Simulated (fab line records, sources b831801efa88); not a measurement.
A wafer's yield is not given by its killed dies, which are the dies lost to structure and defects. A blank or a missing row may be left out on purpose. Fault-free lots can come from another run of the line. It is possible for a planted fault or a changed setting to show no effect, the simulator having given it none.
A sampling plan put to the test ; flow gf180mcu ; one fab line, 10 faults that these records tell of, each judged on the records of the lots that it struck; 1 more is left out, because the records don't allow judging it
Plan = the line's own looks (route steps where a gauge or an inspection reads the wafer without altering it). A look can be judged if struck wafers have a number there and the file gives its usual mean and standard deviation on fault-free wafers. Caught: the struck wafers' mean, at a look after the fault's first step, is 4 or more of those standard deviations (sigma) away from the usual mean. On the tool: the fault's steps, tested the same way using the tool's own readings. A different recipe on the struck wafers counts as caught too, as does a record blank only for those wafers.

## THE FAULTS, as the simulator had put them in
1. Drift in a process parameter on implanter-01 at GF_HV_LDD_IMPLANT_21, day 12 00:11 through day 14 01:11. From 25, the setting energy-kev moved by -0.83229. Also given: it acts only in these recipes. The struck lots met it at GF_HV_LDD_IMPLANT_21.
2. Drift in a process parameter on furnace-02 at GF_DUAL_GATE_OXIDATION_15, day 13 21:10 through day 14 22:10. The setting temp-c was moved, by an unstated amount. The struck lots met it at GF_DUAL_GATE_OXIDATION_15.
3. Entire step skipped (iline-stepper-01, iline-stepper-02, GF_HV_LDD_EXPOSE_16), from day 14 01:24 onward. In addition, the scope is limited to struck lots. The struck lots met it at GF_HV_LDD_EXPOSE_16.
4. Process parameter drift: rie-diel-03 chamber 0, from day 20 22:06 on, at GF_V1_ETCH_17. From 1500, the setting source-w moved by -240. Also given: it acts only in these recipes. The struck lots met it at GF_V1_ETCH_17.
5. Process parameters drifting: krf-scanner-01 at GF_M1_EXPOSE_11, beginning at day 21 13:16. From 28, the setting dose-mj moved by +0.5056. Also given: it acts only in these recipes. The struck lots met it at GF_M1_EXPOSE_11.
6. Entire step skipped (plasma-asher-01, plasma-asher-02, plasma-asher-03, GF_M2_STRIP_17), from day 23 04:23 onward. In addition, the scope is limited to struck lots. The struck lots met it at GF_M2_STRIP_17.
7. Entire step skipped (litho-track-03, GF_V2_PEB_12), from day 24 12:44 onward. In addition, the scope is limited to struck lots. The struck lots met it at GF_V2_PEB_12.
8. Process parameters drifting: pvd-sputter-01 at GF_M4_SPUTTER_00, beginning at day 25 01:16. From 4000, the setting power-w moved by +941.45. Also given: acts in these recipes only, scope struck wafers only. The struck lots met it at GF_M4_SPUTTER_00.
9. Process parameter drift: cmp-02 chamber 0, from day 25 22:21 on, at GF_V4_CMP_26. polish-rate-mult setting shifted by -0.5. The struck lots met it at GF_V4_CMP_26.
10. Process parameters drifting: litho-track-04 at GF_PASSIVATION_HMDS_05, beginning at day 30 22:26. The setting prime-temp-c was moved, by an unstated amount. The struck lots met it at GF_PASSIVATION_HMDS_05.

## WHAT THE PLAN SAW
fault;on the tool itself;first look that catches it;reading, sigma;median hours from its first step to that look;hours from the fault's start to the first struck lot there;judged looks passed uncaught
1;beam-energy-keV -99 or beyond sigma;no look after it can be judged;-;-;-;0
2;spike-tc-centre-C -14 sigma;no look after it can be judged;-;-;-;0
3;no reading that can be judged;no look after it can be judged;-;-;-;0
4;rf-fwd-power-W -54 sigma;not the one look that can be judged after it;-;-;-;1
5;only faintly: exposure-dose-mJ-cm2 +3.1 sigma;not the one look that can be judged after it;-;-;-;1
6;the tool's record is blank for the struck wafers;no look after it can be judged;-;-;-;0
7;the tool's record is blank for the struck wafers;no look after it can be judged;-;-;-;0
8;cathode-dc-power-W +99 or beyond sigma;not the one look that can be judged after it;-;-;-;1
9;overpolish-run-s -99 or beyond sigma;no look after it can be judged;-;-;-;0
10;prime-temp-c +15 sigma;no look after it can be judged;-;-;-;0
A dash: the fault is not caught, or the number is missing from these records.

Caught at a look: 0 of 10. Caught on the tool: 8 of 10. By one or the other: 8 of 10.
On the tool alone, faults 1, 2, 4, 6, 7, 8, 9, 10 were caught.
Caught by neither: faults 3, 5.
